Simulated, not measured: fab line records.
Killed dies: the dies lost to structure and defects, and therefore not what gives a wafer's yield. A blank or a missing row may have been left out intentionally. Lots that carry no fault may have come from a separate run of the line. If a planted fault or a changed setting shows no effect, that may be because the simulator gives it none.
Struck lot and sound lot, side by side | flow gf180mcu | 19 steps out of a route of 602
Sound: the wafers L263.2, L263.4, L263.6. Struck: wafer L270.4 (left out: L270.3, L270.6 of the same lot, which were not struck); the cause appears at the end.
Per side, at each step with rows, come the tool, then ch with its chambers, and then its first start. Under that, the readings that differ: sound wafers | struck wafers | difference of the means | sigmas: that difference in standard deviations of wafers without a fault.
alike: a reading whose means differ by less than 2 such deviations, as well as words and numbers matching on both sides. not compared: withheld readings; readings where some wafer has no value; bounds like >300 that might hide an equal value; numbers whose values overlap and for which the record gives no deviation.
A row with sigmas, a row that says differs or no value, or rows on one side alone: a step with any of these is where the two part. Numbers that have no deviation but don't overlap get no sigmas and don't part them. A reading that every wafer of one side lacks parts them only if that side has two wafers or more.

first, 1 step without rows for these wafers: GF_LVPWELL_DEVELOP_06 (develop time 60 s).
GF_LVPWELL_OVL_MEAS_07:
  struck on overlay-02, day 5 17:47; sound on overlay-02, day 4 01:55
  alike: LVPWELL_OVL
then, 2 steps without rows for these wafers: GF_LVPWELL_IMPLANT_08; GF_LVPWELL_IMPLANT_09.
GF_LVPWELL_STRIP_10: strips in O2/N2.
  sound on plasma-asher-02 ch 1, day 4 02:15; struck on plasma-asher-01 ch 1, day 5 18:08
  alike: drypump-motor-current-A, heater-power-w, oes-product-au, strip-time-to-endpoint-s
  not compared: rf-hours-counter-h
GF_LVPWELL_TW_MEAS_11:
  struck on film-metro-04, day 5 18:14; sound on film-metro-03, day 4 02:22
  alike: LVPWELL_TW
then, 6 steps without rows for these wafers: GF_MVSD_DEHYDRATE_00 (time 60 s); GF_MVSD_HMDS_01 (prime time 60 s); GF_MVSD_COAT_02 (resist thk 3000 nm); GF_MVSD_SOFTBAKE_03; GF_MVSD_EXPOSE_04 (exposes mask MVSD, target cd 1000 nm); GF_MVSD_PEB_05.
GF_MVSD_DEVELOP_06: develop time 60 s.
  sound on litho-track-03 ch 0, day 4 16:00; struck on litho-track-03 ch 0, day 6 08:00
GF_MVSD_OVL_MEAS_07:
  struck on overlay-02, day 6 08:28; sound on overlay-02, day 4 16:25
  not compared: MVSD_OVL
then, 2 steps without rows for these wafers: GF_MVSD_IMPLANT_08; GF_MVSD_IMPLANT_09.
GF_MVSD_STRIP_10: strips in O2/N2.
  sound on plasma-asher-01 ch 0,1, day 4 16:45; struck on plasma-asher-02 ch 0, day 6 08:50
  alike: drypump-motor-current-A, heater-power-w, oes-product-au, strip-time-to-endpoint-s
  not compared: rf-hours-counter-h
GF_MVSD_TW_MEAS_11:
  struck on film-metro-03, day 6 08:55; sound on film-metro-04, day 4 16:52
  reading | sound          | struck | difference | sigmas
  MVSD_TW | 1601 1604 1606 | 145    | -1459      | -97
then, 1 step without rows for these wafers: GF_MVPSD_DEHYDRATE_00 (time 60 s).

== WHERE THEY PART ==
Only at GF_MVSD_TW_MEAS_11, within this record.

WHY: whatever the simulator had introduced
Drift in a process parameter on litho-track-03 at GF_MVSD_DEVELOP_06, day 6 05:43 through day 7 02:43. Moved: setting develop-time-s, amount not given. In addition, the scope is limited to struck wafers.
